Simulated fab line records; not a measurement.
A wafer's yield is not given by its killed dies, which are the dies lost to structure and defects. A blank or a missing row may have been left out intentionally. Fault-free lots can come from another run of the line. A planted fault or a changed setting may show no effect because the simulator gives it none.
fab line records + flow sky130
record:
- lots: 14
- wafers: 42
- last_day: 50
route steps=708 shown METAL3@536 CAPM@537
lots that met no fault: taken from a fault-free run of the same line
start_h: the number of hours between the record's first day and the start of the first shown wafer of the lot + wait_h: hours elapsed since this lot's preceding step + " same as the row above + L1.1+2: a row that stands for several wafers + - no value, or no start given + * or withheld: withheld + < > ~ a bound
route shown NAME@n: NAME is a module with steps in the file, n the number in the route of the first one + usual: mean/standard deviation taken from wafers without a fault + same: alike in all rows + chamber/n: place in a boat + sites: each site's reading + _std_site: their standard deviation + _edge_site: inner sites' mean taken away from outer sites' mean + radius_mm: for every site, how far away it sits from the centre of the wafer + mask NAME#n: copy n + behind: the last tool/chamber to shape the wafer + hold: cause of the lot's hold/its duration in hours/its outcome + device: transistor that didn't switch, given as n, p or np + end of line: tests run on the same wafers once the route is complete + where a step has no rows: the recipe by itself + killed: count of dies lost to structure and defects at first sort (not the wafer's yield) + map: the dies of a wafer, with x for killed, . for not killed, _ for no die there
set.NAME: the setting that was run; set.NAME@STEP: the one run at that earlier step + model.NAME: the simulator's own value behind a step, which no gauge read
the route's steps for a sample of lots (tables are steps, rows are wafers)
services: a tool's chamber out of use, with start hour (start_h, from the record's first day; less than 0 if before it), hours out, and reason
== steps ==
step: SKY_METAL3_SPUTTER_04
recipe:
- material: TiN
- target_thk_nm: 70
- power_w: 6500
- time_s: 58.3
- chamber_pressure_pa: 0.4
usual:
- throttle_valve_pct: 29.4/0.97
| lot.wafer | tool           | chamber | start_h | wait_h | throttle_valve_pct |
|-----------|----------------|---------|---------|--------|--------------------|
| L991.2    | pvd_sputter-01 | -       | 854.54  | 0.0    | 29.8               |
| L991.5    | "              | -       | "       | "      | 29.8               |
| L991.6    | "              | -       | "       | "      | 30.3               |
| L996.1    | pvd_sputter-03 | -       | 901.23  | 0.0    | 30.6               |
| L996.5    | "              | -       | "       | "      | 30.8               |
| L996.6    | "              | -       | "       | "      | 28.1               |
| L995.3    | pvd_sputter-03 | -       | 905.71  | 0.0    | 28.0               |
| L995.4    | "              | -       | "       | "      | 30.7               |
| L995.5    | "              | -       | "       | "      | 28.0               |
| L994.1    | pvd_sputter-03 | -       | 906.53  | 0.0    | 29.0               |
| L994.5    | "              | -       | "       | "      | 30.7               |
| L994.6    | "              | -       | "       | "      | 28.3               |
| L999.1    | pvd_sputter-02 | -       | 916.67  | 0.0    | 30.4               |
| L999.5    | "              | -       | "       | "      | 30.5               |
| L999.6    | "              | -       | "       | "      | 29.5               |
| L104.1    | pvd_sputter-02 | -       | 950.81  | 0.0    | 30.4               |
| L104.2    | "              | -       | "       | "      | 30.4               |
| L104.3    | "              | -       | "       | "      | 29.2               |
| L105.2    | pvd_sputter-03 | -       | 958.09  | 0.0    | 30.7               |
| L105.5    | "              | -       | "       | "      | 30.6               |
| L105.6    | "              | -       | "       | "      | 28.1               |
| L106.2    | pvd_sputter-01 | -       | 965.27  | 0.0    | 29.9               |
| L106.3    | "              | -       | "       | "      | 30.0               |
| L106.5    | "              | -       | "       | "      | 29.7               |
| L107.1    | pvd_sputter-01 | -       | 971.54  | 0.0    | 29.8               |
| L107.3    | "              | -       | "       | "      | 30.2               |
| L107.5    | "              | -       | "       | "      | 27.8               |
| L108.4    | pvd_sputter-01 | -       | 979.66  | 0.0    | 30.2               |
| L108.5    | "              | -       | "       | "      | 27.8               |
| L108.6    | "              | -       | "       | "      | 30.1               |
| L110.1    | pvd_sputter-01 | -       | 992.84  | 0.0    | 28.1               |
| L110.2    | "              | -       | "       | "      | 29.9               |
| L110.6    | "              | -       | "       | "      | 29.7               |
| L109.3    | pvd_sputter-02 | -       | 993.73  | 0.0    | 30.5               |
| L109.5    | "              | -       | "       | "      | 29.5               |
| L109.6    | "              | -       | "       | "      | 30.5               |
| L111.2    | pvd_sputter-03 | -       | 1010.37 | 0.0    | 27.9               |
| L111.4    | "              | -       | "       | "      | 29.1               |
| L111.5    | "              | -       | "       | "      | 29.0               |
| L113.3    | pvd_sputter-03 | -       | 1011.99 | 0.0    | 30.6               |
| L113.5    | "              | -       | "       | "      | 30.8               |
| L113.6    | "              | -       | "       | "      | 28.1               |
step: SKY_CAPM_CVD_00
recipe:
- material: SiO2
- target_thk_nm: 15.5
- temp_c: 400
- time_s: withheld
- rf_w: 450
usual:
- heater_power_w: 712/120
| lot.wafer | tool     | chamber | start_h | wait_h | heater_power_w |
|-----------|----------|---------|---------|--------|----------------|
| L991.2    | pecvd-03 | 1       | 854.59  | 0.0    | 648            |
| L991.5    | "        | 2       | "       | "      | 704            |
| L991.6    | "        | 1       | "       | "      | 669            |
| L996.1    | pecvd-03 | 2       | 901.28  | 0.0    | 647            |
| L996.5    | "        | 2       | "       | "      | 629            |
| L996.6    | "        | 0       | "       | "      | 561            |
| L995.3    | pecvd-01 | 0       | 905.76  | 0.0    | 733            |
| L995.4    | "        | 2       | "       | "      | 651            |
| L995.5    | "        | 0       | "       | "      | 744            |
| L994.1    | pecvd-04 | 0       | 906.58  | 0.0    | 569            |
| L994.5    | "        | 0       | "       | "      | 568            |
| L994.6    | "        | 1       | "       | "      | 681            |
| L999.1    | pecvd-03 | 1       | 916.72  | 0.0    | 773            |
| L999.5    | "        | 1       | "       | "      | 806            |
| L999.6    | "        | 2       | "       | "      | 734            |
| L104.1    | pecvd-03 | 1       | 950.86  | 0.0    | 760            |
| L104.2    | "        | 2       | "       | "      | 635            |
| L104.3    | "        | 0       | "       | "      | 607            |
| L105.2    | pecvd-04 | 1       | 958.14  | 0.0    | 614            |
| L105.5    | "        | 1       | "       | "      | 616            |
| L105.6    | "        | 2       | "       | "      | 894            |
| L106.2    | pecvd-03 | 2       | 965.31  | 0.0    | 759            |
| L106.3    | "        | 2       | "       | "      | 743            |
| L106.5    | "        | 2       | "       | "      | 728            |
| L107.1    | pecvd-01 | 2       | 971.59  | 0.0    | 743            |
| L107.3    | "        | 0       | "       | "      | 657            |
| L107.5    | "        | 1       | "       | "      | 907            |
| L108.4    | pecvd-01 | 2       | 979.72  | 0.0    | 736            |
| L108.5    | "        | 1       | "       | "      | 938            |
| L108.6    | "        | 0       | "       | "      | 702            |
| L110.1    | pecvd-03 | 1       | 992.89  | 0.0    | 644            |
| L110.2    | "        | 2       | "       | "      | 678            |
| L110.6    | "        | 1       | "       | "      | 656            |
| L109.3    | pecvd-04 | 1       | 993.79  | 0.0    | 633            |
| L109.5    | "        | 0       | "       | "      | 598            |
| L109.6    | "        | 1       | "       | "      | 640            |
| L111.2    | pecvd-01 | 1       | 1010.42 | 0.0    | 945            |
| L111.4    | "        | 1       | "       | "      | 967            |
| L111.5    | "        | 0       | "       | "      | 738            |
| L113.3    | pecvd-04 | 2       | 1012.05 | 0.0    | 926            |
| L113.5    | "        | 2       | "       | "      | 902            |
| L113.6    | "        | 0       | "       | "      | 577            |
step: SKY_CAPM_THK_MEAS_04
recipe:
- thk_meas_gauge: xrf
- reads: TiN_of_CAPM_SPUTTER_02
usual:
- CAPM_TIN_THK: 200.1/2.1
| lot.wafer | tool          | chamber | start_h | wait_h | CAPM_TIN_THK[nm] |
|-----------|---------------|---------|---------|--------|------------------|
| L991.2    | film_metro-04 | -       | 854.94  | 0.1    | 199.0            |
| L991.5    | "             | -       | "       | "      | 199.8            |
| L991.6    | "             | -       | "       | "      | 200.6            |
| L996.1    | film_metro-03 | -       | 901.59  | 0.1    | 201.1            |
| L996.5    | "             | -       | "       | "      | 200.6            |
| L996.6    | "             | -       | "       | "      | 199.5            |
| L995.3    | film_metro-03 | -       | 906.09  | 0.1    | 200.4            |
| L995.4    | "             | -       | "       | "      | 203.9            |
| L995.5    | "             | -       | "       | "      | 200.1            |
| L994.1    | film_metro-03 | -       | 906.89  | 0.1    | 198.9            |
| L994.5    | "             | -       | "       | "      | 199.5            |
| L994.6    | "             | -       | "       | "      | 200.3            |
| L999.1    | film_metro-02 | -       | 917.03  | 0.1    | 196.0            |
| L999.5    | "             | -       | "       | "      | 199.2            |
| L999.6    | "             | -       | "       | "      | 199.5            |
| L104.1    | film_metro-03 | -       | 951.17  | 0.1    | 200.6            |
| L104.2    | "             | -       | "       | "      | 197.5            |
| L104.3    | "             | -       | "       | "      | 201.4            |
| L105.2    | film_metro-03 | -       | 958.46  | 0.1    | 204.1            |
| L105.5    | "             | -       | "       | "      | 202.6            |
| L105.6    | "             | -       | "       | "      | 199.9            |
| L106.2    | film_metro-02 | -       | 965.65  | 0.1    | 199.8            |
| L106.3    | "             | -       | "       | "      | 201.1            |
| L106.5    | "             | -       | "       | "      | 202.9            |
| L107.1    | film_metro-02 | -       | 971.90  | 0.1    | 198.2            |
| L107.3    | "             | -       | "       | "      | 195.2            |
| L107.5    | "             | -       | "       | "      | 195.2            |
| L108.4    | film_metro-03 | -       | 980.05  | 0.1    | 197.4            |
| L108.5    | "             | -       | "       | "      | 199.8            |
| L108.6    | "             | -       | "       | "      | 200.8            |
| L110.1    | film_metro-04 | -       | 993.20  | 0.1    | 199.4            |
| L110.2    | "             | -       | "       | "      | 198.2            |
| L110.6    | "             | -       | "       | "      | 198.3            |
| L109.3    | film_metro-03 | -       | 994.13  | 0.1    | 204.0            |
| L109.5    | "             | -       | "       | "      | 201.8            |
| L109.6    | "             | -       | "       | "      | 205.6            |
| L111.2    | film_metro-03 | -       | 1010.74 | 0.1    | 203.5            |
| L111.4    | "             | -       | "       | "      | 200.9            |
| L111.5    | "             | -       | "       | "      | 200.3            |
| L113.3    | film_metro-03 | -       | 1012.43 | 0.1    | 198.6            |
| L113.5    | "             | -       | "       | "      | 199.4            |
| L113.6    | "             | -       | "       | "      | 196.0            |
step: SKY_METAL3_DEVELOP_12
recipe:
- develop_time_s: 60
- resist: KrF-thick
- dev_temp_c: 21
usual:
- chill_plate_temp_C: 23.01/0.1
- develop_time_s: 60/0
| lot.wafer | tool           | chamber | start_h | wait_h | chill_plate_temp_C | develop_time_s |
|-----------|----------------|---------|---------|--------|--------------------|----------------|
| L991.2    | litho_track-03 | 0       | 905     | -      | 22.99              | 60             |
| L991.5    | "              | 0       | "       | "      | 22.92              | 60             |
| L991.6    | "              | 0       | "       | "      | 23.10              | 60             |
| L996.1    | litho_track-04 | -       | 950     | -      | -                  | -              |
| L996.5    | "              | -       | "       | "      | -                  | -              |
| L996.6    | "              | -       | "       | "      | -                  | -              |
| L995.3    | litho_track-01 | -       | 955     | -      | -                  | -              |
| L995.4    | "              | -       | "       | "      | -                  | -              |
| L995.5    | "              | -       | "       | "      | -                  | -              |
| L994.1    | litho_track-01 | 0       | 955     | -      | 23.01              | 60             |
| L994.5    | "              | 0       | "       | "      | 22.86              | 60             |
| L994.6    | "              | 0       | "       | "      | 22.85              | 60             |
| L999.1    | litho_track-03 | 0       | 964     | -      | 23.14              | 60             |
| L999.5    | "              | 0       | "       | "      | 22.93              | 60             |
| L999.6    | "              | 0       | "       | "      | 22.98              | 60             |
| L104.1    | litho_track-04 | 0       | 997     | -      | 23.31              | 60             |
| L104.2    | "              | 0       | "       | "      | 23.09              | 60             |
| L104.3    | "              | 0       | "       | "      | 23.21              | 60             |
| L105.2    | litho_track-04 | 0       | 1005    | -      | 22.99              | 60             |
| L105.5    | "              | 0       | "       | "      | 23.05              | 60             |
| L105.6    | "              | 0       | "       | "      | 22.96              | 60             |
| L106.2    | litho_track-04 | 0       | 1012    | -      | 23.05              | 60             |
| L106.3    | "              | 0       | "       | "      | 23.10              | 60             |
| L106.5    | "              | 0       | "       | "      | 23.22              | 60             |
| L107.1    | litho_track-03 | 0       | 1018    | -      | 23.01              | 60             |
| L107.3    | "              | 0       | "       | "      | 22.87              | 60             |
| L107.5    | "              | 0       | "       | "      | 23.00              | 60             |
| L108.4    | litho_track-03 | 0       | 1025    | -      | 23.04              | 60             |
| L108.5    | "              | 0       | "       | "      | 23.05              | 60             |
| L108.6    | "              | 0       | "       | "      | 23.08              | 60             |
| L110.1    | litho_track-04 | 0       | 1038    | -      | 23.01              | 60             |
| L110.2    | "              | 0       | "       | "      | 22.98              | 60             |
| L110.6    | "              | 0       | 1039    | -      | 22.98              | 60             |
| L109.3    | litho_track-04 | 0       | 1039    | -      | 23.01              | 60             |
| L109.5    | "              | 0       | "       | "      | 23.00              | 60             |
| L109.6    | "              | 0       | "       | "      | 22.97              | 60             |
| L111.2    | litho_track-03 | 0       | 1054    | -      | 23.05              | 60             |
| L111.4    | "              | 0       | "       | "      | 23.04              | 60             |
| L111.5    | "              | 0       | "       | "      | 23.05              | 60             |
| L113.3    | litho_track-04 | 0       | 1057    | -      | 23.20              | 60             |
| L113.5    | "              | 0       | "       | "      | 23.08              | 60             |
| L113.6    | "              | 0       | "       | "      | 22.95              | 60             |
== services ==
| tool           | chamber | start_h | hours | kind                          |
|----------------|---------|---------|-------|-------------------------------|
| pvd_sputter-01 | -       | 857.15  | 2.5   | repair                        |
| pecvd-03       | 2       | 860.38  | 9.7   | repair                        |
| pvd_sputter-01 | -       | 868.29  | 0.9   | repair                        |
| pecvd-04       | 1       | 871.60  | 5.5   | scheduled_down                |
| pecvd-04       | 0       | 888.10  | 16.5  | scheduled_down                |
| pvd_sputter-03 | -       | 891.56  | 6.3   | repair                        |
| pecvd-03       | -       | 920.23  | 2.8   | pm                            |
| pvd_sputter-02 | -       | 938.69  | 2.4   | repair                        |
| pvd_sputter-01 | -       | 945.79  | 17.2  | repair                        |
| pvd_sputter-02 | -       | 946.04  | 2.1   | repair                        |
| pecvd-03       | 1       | 960.58  | 10.9  | repair                        |
| pvd_sputter-03 | -       | 965.62  | 10.3  | repair                        |
| pvd_sputter-03 | -       | 974.49  | 2.7   | repair                        |
| pecvd-04       | 0       | 983.02  | 5.5   | scheduled_down                |
| pecvd-04       | 2       | 988.56  | 5.5   | scheduled_down                |
| pecvd-04       | 1       | 999.38  | -     | clean                         |
| pecvd-04       | 1       | 999.38  | -     | consumable_replace:showerhead |
| pecvd-04       | 1       | 999.38  | 29.0  | scheduled_down                |
| pecvd-04       | 1       | 999.38  | 29.0  | vent_cycle                    |
| pvd_sputter-02 | -       | 1037.62 | 3.0   | repair                        |
| pecvd-01       | -       | 1052.34 | 0.7   | repair                        |
== key ==
first_sign:
- step: SKY_METAL3_DEVELOP_12
- reading: tool_record
- direction: missing
effect none on later readings
met_at SKY_METAL3_DEVELOP_12
struck_lots L995,L996
later_rows_left_out L995.3,L995.4,L995.5,L996.1,L996.5,L996.6
sort_left_out L995.3,L995.4,L995.5,L996.1,L996.5,L996.6
not_acting_at SKY_METAL3_SPUTTER_04,SKY_CAPM_CVD_00,SKY_CAPM_THK_MEAS_04
fault:
- kind: skipped_step_whole
- tool: litho_track-01,litho_track-04
- chamber: -
- onset_h: 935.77
- steps: SKY_METAL3_DEVELOP_12
- scope: struck_lots_only
sort_left_out: the simulated sort isn't trusted on such a fault, so these wafers' sort isn't shown, and their yield isn't known
later_rows_left_out: the simulator's readings of these wafers behind a module that went badly wrong aren't trusted and aren't shown, but for the sort
